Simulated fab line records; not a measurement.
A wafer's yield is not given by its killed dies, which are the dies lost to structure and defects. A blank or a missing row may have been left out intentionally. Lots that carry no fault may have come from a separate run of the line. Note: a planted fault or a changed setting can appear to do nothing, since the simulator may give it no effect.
fab line records -- flow sky130
[record] lots = 12, wafers = 36, lastDay = 49
route steps=708 shown FIELD_ISO@1 DNWELL@44 NWELL@60 SONOS_ONO@181 PAD_OPEN@708
lots that met no fault: taken from a fault-free run of the same line
startH: the number of hours between the record's first day and the start of the first shown wafer of the lot -- waitH: hours since the lot's step before -- " as in the row above -- L1.1+2: several wafers, shown together as one row -- - value missing, or start not given -- * or withheld: withheld -- < > ~ a bound
route shown NAME@n: NAME is a module with steps in the file, n the number in the route of the first one -- usual: mean/standard deviation of fault-free wafers -- same: alike in all rows -- chamber/n: place in a boat -- sites: per-site readings -- _std_site: their standard deviation -- _edge_site: the outer-site mean with the inner-site mean subtracted -- radiusMm: for every site, how far away it sits from the centre of the wafer -- mask NAME#n: copy n -- behind: the tool/chamber that last shaped the wafer -- hold: cause of the lot's hold/its duration in hours/its outcome -- device: transistor that didn't switch, given as n, p or np -- end of line: tests run on the same wafers once the route is complete -- a step without rows: its recipe alone -- killed: count of dies lost to structure and defects at first sort (not the wafer's yield) -- map: a wafer's dies, marking killed ones x, the rest . and places with no die _
set.NAME: setting as actually run; set.NAME@STEP: the setting as run at that earlier step -- model.NAME: the simulator's own value behind a step, which no gauge read
a sample of lots followed through the steps of the route, with each step as a table and each wafer as a row
services: the hour from which a tool's chamber was out of use, counted from the record's first day as startH (under 0 if before that day), plus the number of hours and why
[[steps]]
[step SKY_FIELD_ISO_BOW_MEAS_00]
[recipe] mode = bow
[usual] INCOMING_BOW = 1/6.5
lot.wafer,tool,chamber,startH,waitH,INCOMING_BOW[um]
L138.1,filmMetro-04,-,10.00,-,-6
L138.2,filmMetro-04,-,10.00,-,-3
L138.6,filmMetro-04,-,10.00,-,4
L142.1,filmMetro-04,-,30.00,-,-14
L142.3,filmMetro-04,-,30.00,-,-1
L142.5,filmMetro-04,-,30.00,-,0
L146.4,filmMetro-03,-,50.06,-,4
L146.5,filmMetro-03,-,50.06,-,9
L146.6,filmMetro-03,-,50.06,-,2
L147.2,filmMetro-01,-,55.02,-,-6
L147.3,filmMetro-01,-,55.02,-,-5
L147.4,filmMetro-01,-,55.02,-,4
L148.1,filmMetro-03,-,60.00,-,6
L148.4,filmMetro-03,-,60.00,-,-2
L148.6,filmMetro-03,-,60.00,-,-7
L149.1,filmMetro-03,-,65.00,-,-2
L149.3,filmMetro-03,-,65.00,-,9
L149.6,filmMetro-03,-,65.00,-,1
L150.1,filmMetro-04,-,70.00,-,5
L150.2,filmMetro-04,-,70.00,-,0
L150.6,filmMetro-04,-,70.00,-,-3
L151.1,filmMetro-04,-,75.00,-,-1
L151.5,filmMetro-04,-,75.00,-,-1
L151.6,filmMetro-04,-,75.00,-,1
L152.2,filmMetro-03,-,80.02,-,4
L152.4,filmMetro-03,-,80.02,-,0
L152.5,filmMetro-03,-,80.02,-,2
L153.2,filmMetro-01,-,85.02,-,3
L153.3,filmMetro-01,-,85.02,-,4
L153.5,filmMetro-01,-,85.02,-,7
L154.4,filmMetro-04,-,90.06,-,2
L154.5,filmMetro-04,-,90.06,-,5
L154.6,filmMetro-04,-,90.06,-,5
L155.2,filmMetro-04,-,95.02,-,-3
L155.3,filmMetro-04,-,95.02,-,-3
L155.6,filmMetro-04,-,95.02,-,-12
[step SKY_DNWELL_TW_MEAS_09]
[usual] DNWELL_TW = 1114/8.3
lot.wafer,tool,chamber,startH,waitH,DNWELL_TW
L138.1,filmMetro-02,-,59.67,0.1,1115
L138.2,filmMetro-02,-,59.67,0.1,1112
L138.6,filmMetro-02,-,59.67,0.1,1112
L142.1,filmMetro-04,-,72.52,0.1,1118
L142.3,filmMetro-04,-,72.52,0.1,1122
L142.5,filmMetro-04,-,72.52,0.1,1122
L146.4,filmMetro-02,-,95.30,0.1,1121
L146.5,filmMetro-02,-,95.30,0.1,1116
L146.6,filmMetro-02,-,95.30,0.1,1120
L147.2,filmMetro-04,-,100.78,0.1,1108
L147.3,filmMetro-04,-,100.78,0.1,1116
L147.4,filmMetro-04,-,100.78,0.1,1119
L148.1,filmMetro-04,-,109.92,0.1,1116
L148.4,filmMetro-04,-,109.92,0.1,1115
L148.6,filmMetro-04,-,109.92,0.1,1117
L149.1,filmMetro-04,-,114.22,0.1,1128
L149.3,filmMetro-04,-,114.22,0.1,1116
L149.6,filmMetro-04,-,114.22,0.1,1121
L150.1,filmMetro-04,-,119.53,0.1,1118
L150.2,filmMetro-04,-,119.53,0.1,1122
L150.6,filmMetro-04,-,119.53,0.1,1125
L151.1,filmMetro-02,-,123.12,0.1,1118
L151.5,filmMetro-02,-,123.12,0.1,1118
L151.6,filmMetro-02,-,123.12,0.1,1120
L152.2,filmMetro-04,-,131.93,0.1,1114
L152.4,filmMetro-04,-,131.93,0.1,1123
L152.5,filmMetro-04,-,131.93,0.1,1116
L153.2,filmMetro-02,-,137.33,0.1,1113
L153.3,filmMetro-02,-,137.33,0.1,1120
L153.5,filmMetro-02,-,137.33,0.1,1122
L154.4,filmMetro-01,-,143.51,0.1,1101
L154.5,filmMetro-01,-,143.51,0.1,1102
L154.6,filmMetro-01,-,143.51,0.1,1098
L155.2,filmMetro-02,-,145.59,0.1,1113
L155.3,filmMetro-02,-,145.59,0.1,1111
L155.6,filmMetro-02,-,145.59,0.1,1102
[step SKY_NWELL_EXPOSE_07]
[recipe] maskId = NWM, na = 0.6, sourceShape = conventional, sigmaOuter = 0.6, polarization = unpolarized, targetCdNm = 840, doseMj = 255
[usual] reticleTempC = 23.00/0.11
[same] na = 0.6
lot.wafer,tool,chamber,startH,waitH,mask,reticleTempC
L138.1,ilineStepper-02,0,84.28,-,NWM#0,22.78
L138.2,ilineStepper-02,0,84.28,-,NWM#0,22.91
L138.6,ilineStepper-02,0,84.28,-,NWM#0,22.83
L142.1,ilineStepper-02,0,98.20,-,NWM#0,22.96
L142.3,ilineStepper-02,0,98.20,-,NWM#0,22.92
L142.5,ilineStepper-02,0,98.20,-,NWM#0,22.97
L146.4,ilineStepper-02,0,122.96,-,NWM#0,23.07
L146.5,ilineStepper-02,0,122.96,-,NWM#0,23.11
L146.6,ilineStepper-02,0,122.96,-,NWM#0,23.01
L147.2,ilineStepper-01,0,128.40,-,NWM#0,22.79
L147.3,ilineStepper-01,0,128.40,-,NWM#0,22.82
L147.4,ilineStepper-01,0,128.40,-,NWM#0,22.92
L148.1,ilineStepper-02,0,136.78,-,NWM#0,23.06
L148.4,ilineStepper-02,0,136.78,-,NWM#0,23.01
L148.6,ilineStepper-02,0,136.78,-,NWM#0,23.11
L149.1,ilineStepper-02,0,141.80,-,NWM#0,23.09
L149.3,ilineStepper-02,0,141.80,-,NWM#0,23.03
L149.6,ilineStepper-02,0,141.80,-,NWM#0,23.08
L150.1,ilineStepper-02,0,148.18,-,NWM#0,23.03
L150.2,ilineStepper-02,0,148.18,-,NWM#0,22.85
L150.6,ilineStepper-02,0,148.18,-,NWM#0,22.96
L151.1,ilineStepper-01,0,151.90,-,NWM#0,23.10
L151.5,ilineStepper-01,0,151.90,-,NWM#0,22.98
L151.6,ilineStepper-01,0,151.90,-,NWM#0,23.06
L152.2,ilineStepper-01,0,161.30,-,HVTPM#0,23.09
L152.4,ilineStepper-01,0,161.30,-,HVTPM#0,23.12
L152.5,ilineStepper-01,0,161.30,-,HVTPM#0,22.92
L153.2,ilineStepper-01,0,167.36,-,NWM#0,22.98
L153.3,ilineStepper-01,0,167.36,-,NWM#0,22.82
L153.5,ilineStepper-01,0,167.36,-,NWM#0,22.99
L154.4,ilineStepper-01,0,173.68,-,NWM#0,22.92
L154.5,ilineStepper-01,0,173.68,-,NWM#0,22.97
L154.6,ilineStepper-01,0,173.68,-,NWM#0,23.07
L155.2,ilineStepper-02,0,175.37,-,NWM#0,22.91
L155.3,ilineStepper-02,0,175.37,-,NWM#0,22.97
L155.6,ilineStepper-02,0,175.37,-,NWM#0,22.96
[step SKY_NWELL_OVL_MEAS_10]
[usual] NWELL_00_OVL = -0.4/1.5
lot.wafer,tool,chamber,startH,waitH,NWELL_00_OVL[nm]
L138.1,overlay-02,-,92.48,-,0.5
L138.2,overlay-02,-,92.48,-,1.5
L138.6,overlay-02,-,92.48,-,1.3
L142.1,overlay-02,-,106.96,-,-0.8
L142.3,overlay-02,-,106.96,-,-0.5
L142.5,overlay-02,-,106.96,-,1.3
L146.4,overlay-02,-,131.99,-,3.1
L146.5,overlay-02,-,131.99,-,2.5
L146.6,overlay-02,-,131.99,-,0.5
L147.2,overlay-01,-,136.72,-,0.0
L147.3,overlay-01,-,136.72,-,-1.2
L147.4,overlay-01,-,136.72,-,1.7
L148.1,overlay-02,-,146.28,-,-0.9
L148.4,overlay-02,-,146.28,-,-0.3
L148.6,overlay-02,-,146.28,-,0.5
L149.1,overlay-02,-,151.66,-,-1.2
L149.3,overlay-02,-,151.66,-,-1.9
L149.6,overlay-02,-,151.66,-,-2.3
L150.1,overlay-02,-,157.81,-,2.4
L150.2,overlay-02,-,157.81,-,3.0
L150.6,overlay-02,-,157.81,-,1.2
L151.1,overlay-02,-,161.37,-,-1.1
L151.5,overlay-02,-,161.37,-,-1.2
L151.6,overlay-02,-,161.37,-,-0.5
L152.2,overlay-02,-,171.16,-,-
L152.4,overlay-02,-,171.16,-,-
L152.5,overlay-02,-,171.16,-,-
L153.2,overlay-02,-,176.41,-,-2.0
L153.3,overlay-02,-,176.41,-,-0.6
L153.5,overlay-02,-,176.41,-,-1.3
L154.4,overlay-01,-,182.87,-,0.0
L154.5,overlay-01,-,182.87,-,-1.5
L154.6,overlay-01,-,182.87,-,-0.7
L155.2,overlay-01,-,183.56,-,1.4
L155.3,overlay-01,-,183.56,-,0.0
L155.6,overlay-01,-,183.56,-,-0.4
[step SKY_NWELL_TW_MEAS_15]
[usual] NWELL_TW = 1806/13
lot.wafer,tool,chamber,startH,waitH,NWELL_TW
L138.1,filmMetro-01,-,93.06,0.1,1787
L138.2,filmMetro-01,-,93.06,0.1,1782
L138.6,filmMetro-01,-,93.06,0.1,1780
L142.1,filmMetro-04,-,107.54,0.1,1813
L142.3,filmMetro-04,-,107.54,0.1,1817
L142.5,filmMetro-04,-,107.54,0.1,1819
L146.4,filmMetro-04,-,132.59,0.1,1804
L146.5,filmMetro-04,-,132.59,0.1,1820
L146.6,filmMetro-04,-,132.59,0.1,1822
L147.2,filmMetro-04,-,137.31,0.1,1809
L147.3,filmMetro-04,-,137.31,0.1,1814
L147.4,filmMetro-04,-,137.31,0.1,1804
L148.1,filmMetro-02,-,146.86,0.1,1821
L148.4,filmMetro-02,-,146.86,0.1,1819
L148.6,filmMetro-02,-,146.86,0.1,1819
L149.1,filmMetro-04,-,152.30,0.1,1806
L149.3,filmMetro-04,-,152.30,0.1,1808
L149.6,filmMetro-04,-,152.30,0.1,1810
L150.1,filmMetro-01,-,158.39,0.1,1791
L150.2,filmMetro-01,-,158.39,0.1,1783
L150.6,filmMetro-01,-,158.39,0.1,1791
L151.1,filmMetro-01,-,161.95,0.1,1800
L151.5,filmMetro-01,-,161.95,0.1,1799
L151.6,filmMetro-01,-,161.95,0.1,1788
L152.2,filmMetro-02,-,171.75,0.1,30
L152.4,filmMetro-02,-,171.75,0.1,30
L152.5,filmMetro-02,-,171.75,0.1,30
L153.2,filmMetro-02,-,177.00,0.1,1810
L153.3,filmMetro-02,-,177.00,0.1,1825
L153.5,filmMetro-02,-,177.00,0.1,1817
L154.4,filmMetro-01,-,183.47,0.1,1794
L154.5,filmMetro-01,-,183.47,0.1,1789
L154.6,filmMetro-01,-,183.47,0.1,1789
L155.2,filmMetro-02,-,184.15,0.1,1826
L155.3,filmMetro-02,-,184.15,0.1,1817
L155.6,filmMetro-02,-,184.15,0.1,1823
[step SKY_SONOS_ONO_CD_MEAS_13]
[recipe] targetCdNm = 410
[usual] cdNm = 409.2/2.3
lot.wafer,tool,chamber,startH,waitH,cdNm
L138.1,cdSem-01,-,289.61,0.1,409.2
L138.2,cdSem-01,-,289.61,0.1,408.1
L138.6,cdSem-01,-,289.61,0.1,408.7
L142.1,cdSem-01,-,298.36,0.1,411.5
L142.3,cdSem-01,-,298.36,0.1,407.7
L142.5,cdSem-01,-,298.36,0.1,406.5
L146.4,cdSem-01,-,333.82,0.1,406.7
L146.5,cdSem-01,-,333.82,0.1,406.7
L146.6,cdSem-01,-,333.82,0.1,406.3
L147.2,cdSem-02,-,341.23,0.1,410.1
L147.3,cdSem-02,-,341.23,0.1,409.1
L147.4,cdSem-02,-,341.23,0.1,408.6
L148.1,cdSem-02,-,356.56,0.1,406.2
L148.4,cdSem-02,-,356.56,0.1,405.5
L148.6,cdSem-02,-,356.56,0.1,404.8
L149.1,cdSem-01,-,361.76,0.1,408.5
L149.3,cdSem-01,-,361.76,0.1,409.2
L149.6,cdSem-01,-,361.76,0.1,406.5
L150.1,cdSem-02,-,371.11,0.1,408.0
L150.2,cdSem-02,-,371.11,0.1,410.0
L150.6,cdSem-02,-,371.11,0.1,408.7
L151.1,cdSem-02,-,375.02,0.1,412.0
L151.5,cdSem-02,-,375.02,0.1,411.4
L151.6,cdSem-02,-,375.02,0.1,411.9
L152.2,cdSem-01,-,391.39,0.1,409.9
L152.4,cdSem-01,-,391.39,0.1,410.9
L152.5,cdSem-01,-,391.39,0.1,409.2
L153.2,cdSem-01,-,396.38,0.1,412.7
L153.3,cdSem-01,-,396.38,0.1,412.0
L153.5,cdSem-01,-,396.38,0.1,413.5
L154.4,cdSem-02,-,405.72,0.1,406.7
L154.5,cdSem-02,-,405.72,0.1,406.2
L154.6,cdSem-02,-,405.72,0.1,408.3
L155.2,cdSem-02,-,415.28,0.1,407.5
L155.3,cdSem-02,-,415.28,0.1,409.2
L155.6,cdSem-02,-,415.28,0.1,408.3
[step SKY_PAD_OPEN_PROBE_99]
[usual] killed_at_M0_to_M3 = 43/7.1, killed_at_M4_up = 3.0/1.9, killedAtContacts = 24/5, killedAtFrontEnd = 15/4.3, killedAtOther = 0.3/0.5, killedDies = 85/9.6, killedOnRim = 17/4.3, killedOpen = 46/7.1, killedShort = 39/6.8
[same] grossDies = 492, killedAtBackSide = 0
lot.wafer,tool,chamber,startH,waitH,killed_at_M0_to_M3,killed_at_M4_up,killedAtContacts,killedAtFrontEnd,killedAtOther,killedDies,killedOnRim,killedOpen,killedShort
L146.4,prober-02,-,1119.60,0.2,53,2,32,14,0,101,20,55,46
L146.5,prober-02,-,1119.65,0.2,56,3,27,17,1,104,23,55,49
L146.6,prober-02,-,1119.70,0.2,41,4,23,23,1,92,12,55,37
L148.1,prober-02,-,1129.32,0.1,47,3,23,18,0,91,20,52,39
L148.4,prober-02,-,1129.47,0.2,48,4,20,10,0,82,20,45,37
L148.6,prober-02,-,1129.57,0.2,40,2,24,9,1,76,9,48,28
L149.1,prober-01,-,1131.06,0.1,38,1,31,13,0,83,14,52,31
L149.3,prober-01,-,1131.16,0.2,39,3,25,18,0,85,14,44,41
L149.6,prober-01,-,1131.31,0.2,40,4,24,15,0,83,12,49,34
L151.1,prober-01,-,1144.98,0.1,37,2,26,19,0,84,20,43,41
L151.5,prober-01,-,1145.18,0.2,49,3,25,13,0,90,15,48,42
L151.6,prober-01,-,1145.23,0.2,61,2,33,13,2,111,18,59,52
L152.2,prober-01,-,1152.98,0.1,42,3,25,422,0,492,96,58,30
L152.4,prober-01,-,1153.08,0.2,41,5,25,421,0,492,96,55,41
L152.5,prober-01,-,1153.13,0.2,38,5,26,423,0,492,96,39,38
// killed by level:class
L146.4 CONTACT:geometricParticle:open=12 VIA1:geometricParticle:open=10 VIA3:geometricParticle:open=10 METAL2:geometricParticle:short=8 LI_CONTACT:geometricParticle:open=7 VIA1:geometricParticle:short=7 LOCAL_INTERCONNECT:geometricParticle:short=6 METAL1:geometricParticle:short=6
L146.5 VIA1:geometricParticle:open=14 VIA3:geometricParticle:open=10 METAL2:geometricParticle:short=9 CONTACT:geometricParticle:short=7 CONTACT:geometricParticle:open=7 VIA1:geometricParticle:short=6 LOCAL_INTERCONNECT:geometricParticle:short=5 FIELD_ISO:geometricParticle:short=4
L146.6 CONTACT:geometricParticle:open=8 VIA1:geometricParticle:open=8 LI_CONTACT:geometricParticle:open=7 LOCAL_INTERCONNECT:geometricParticle:short=7 VIA2:geometricParticle:open=6 VIA3:geometricParticle:open=6 FIELD_ISO:geometricParticle:open=5 FIELD_ISO:geometricParticle:short=5
L148.1 CONTACT:geometricParticle:open=10 VIA1:geometricParticle:open=10 VIA3:geometricParticle:open=9 METAL2:geometricParticle:short=7 VIA2:geometricParticle:open=6 POLY_GATE:geometricParticle:open=5 LOCAL_INTERCONNECT:geometricParticle:short=5 VIA1:geometricParticle:short=4
L148.4 VIA3:geometricParticle:open=10 METAL1:geometricParticle:short=9 VIA2:geometricParticle:open=9 VIA1:geometricParticle:open=8 CONTACT:geometricParticle:open=7 POLY_GATE:geometricParticle:short=5 LI_CONTACT:geometricParticle:open=5 METAL2:geometricParticle:short=4
L148.6 LI_CONTACT:geometricParticle:open=9 VIA1:geometricParticle:open=8 METAL2:geometricParticle:short=7 CONTACT:geometricParticle:open=7 METAL2:geometricParticle:open=4 FIELD_ISO:geometricParticle:open=3 VIA3:geometricParticle:open=3 POLY_GATE:geometricParticle:open=3
L149.1 LI_CONTACT:geometricParticle:open=12 CONTACT:geometricParticle:open=11 VIA3:geometricParticle:open=8 METAL1:geometricParticle:short=7 VIA1:geometricParticle:open=7 METAL2:geometricParticle:short=5 POLY_GATE:geometricParticle:open=4 POLY_GATE:geometricParticle:short=4
L149.3 VIA3:geometricParticle:open=11 LI_CONTACT:geometricParticle:open=7 CONTACT:geometricParticle:open=7 LOCAL_INTERCONNECT:geometricParticle:short=6 VIA1:geometricParticle:open=6 METAL1:geometricParticle:short=5 POLY_GATE:geometricParticle:short=5 FIELD_ISO:geometricParticle:open=4
L149.6 VIA3:geometricParticle:open=11 CONTACT:geometricParticle:open=9 VIA2:geometricParticle:open=8 VIA1:geometricParticle:open=6 LOCAL_INTERCONNECT:geometricParticle:short=5 LI_CONTACT:geometricParticle:open=4 CONTACT:geometricParticle:short=4 METAL1:geometricParticle:short=4
L151.1 CONTACT:geometricParticle:open=8 VIA3:geometricParticle:open=8 CONTACT:geometricParticle:short=7 METAL2:geometricParticle:short=6 LI_CONTACT:geometricParticle:open=6 METAL1:geometricParticle:short=6 FIELD_ISO:geometricParticle:short=5 VIA2:geometricParticle:open=5
L151.5 METAL1:geometricParticle:short=11 LI_CONTACT:geometricParticle:open=9 CONTACT:geometricParticle:open=9 VIA1:geometricParticle:open=7 VIA3:geometricParticle:open=6 METAL2:geometricParticle:short=6 VIA3:geometricParticle:short=5 VIA2:geometricParticle:open=4
L151.6 VIA1:geometricParticle:open=20 CONTACT:geometricParticle:short=10 METAL1:geometricParticle:short=10 LI_CONTACT:geometricParticle:open=8 CONTACT:geometricParticle:open=8 VIA2:geometricParticle:open=6 METAL2:geometricParticle:short=6 VIA3:geometricParticle:open=6
L152.2 NWELL:areaExpose=404 CONTACT:geometricParticle:open=12 VIA1:geometricParticle:open=11 VIA3:geometricParticle:open=9 LI_CONTACT:geometricParticle:open=7 METAL1:geometricParticle:short=6 FIELD_ISO:geometricParticle:short=5 VIA1:geometricParticle:short=4
L152.4 NWELL:areaExpose=396 CONTACT:geometricParticle:open=13 FIELD_ISO:geometricParticle:open=10 METAL2:geometricParticle:short=9 VIA3:geometricParticle:open=7 POLY_GATE:geometricParticle:open=5 FIELD_ISO:geometricParticle:short=4 LI_CONTACT:geometricParticle:short=4
L152.5 NWELL:areaExpose=415 CONTACT:geometricParticle:open=9 VIA2:geometricParticle:open=8 VIA3:geometricParticle:open=8 CONTACT:geometricParticle:short=7 METAL2:geometricParticle:short=6 VIA1:geometricParticle:open=5 LI_CONTACT:geometricParticle:open=4
[[services]]
tool,chamber,startH,hours,kind
ilineStepper-01,-,93.21,7.2,repair
ilineStepper-01,-,112.91,1.7,pm
ilineStepper-02,-,131.30,4.3,pm
[[key]]
[firstSign] step = SKY_NWELL_EXPOSE_07, reading = mask, direction = changed
[effect] step = SKY_NWELL_OVL_MEAS_10, reading = NWELL_00_OVL, direction = missing
[effect] step = SKY_NWELL_TW_MEAS_15, reading = NWELL_TW, direction = down, sigmas = 99+, usual = 1806, struck = 30
[effect] step = SKY_PAD_OPEN_PROBE_99, reading = killedAtFrontEnd, direction = up, sigmas = 95, usual = 15, struck = 422
[moreKillsBornAt] SKY_NWELL_EXPOSE_07@ilineStepper-01 = 1215
metAt SKY_NWELL_EXPOSE_07
struckLots L152
testerLeftOut L152
notActingAt SKY_FIELD_ISO_BOW_MEAS_00,SKY_DNWELL_TW_MEAS_09,SKY_SONOS_ONO_CD_MEAS_13
onsetBetween 151.90 161.30
[fault] kind = wrongMask, tool = any, chamber = -, onsetH = 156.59, steps = SKY_NWELL_EXPOSE_07, auxCopy = HVTPM#0, scope = struckLotsOnly
// testerLeftOut: of these lots the tester's yield and bins aren't shown, on N5 and GAA mostly nor the transistor test; their killed dies are dies lost to structure and defects alone, not to doping, threshold or leakage, so they don't give the yield
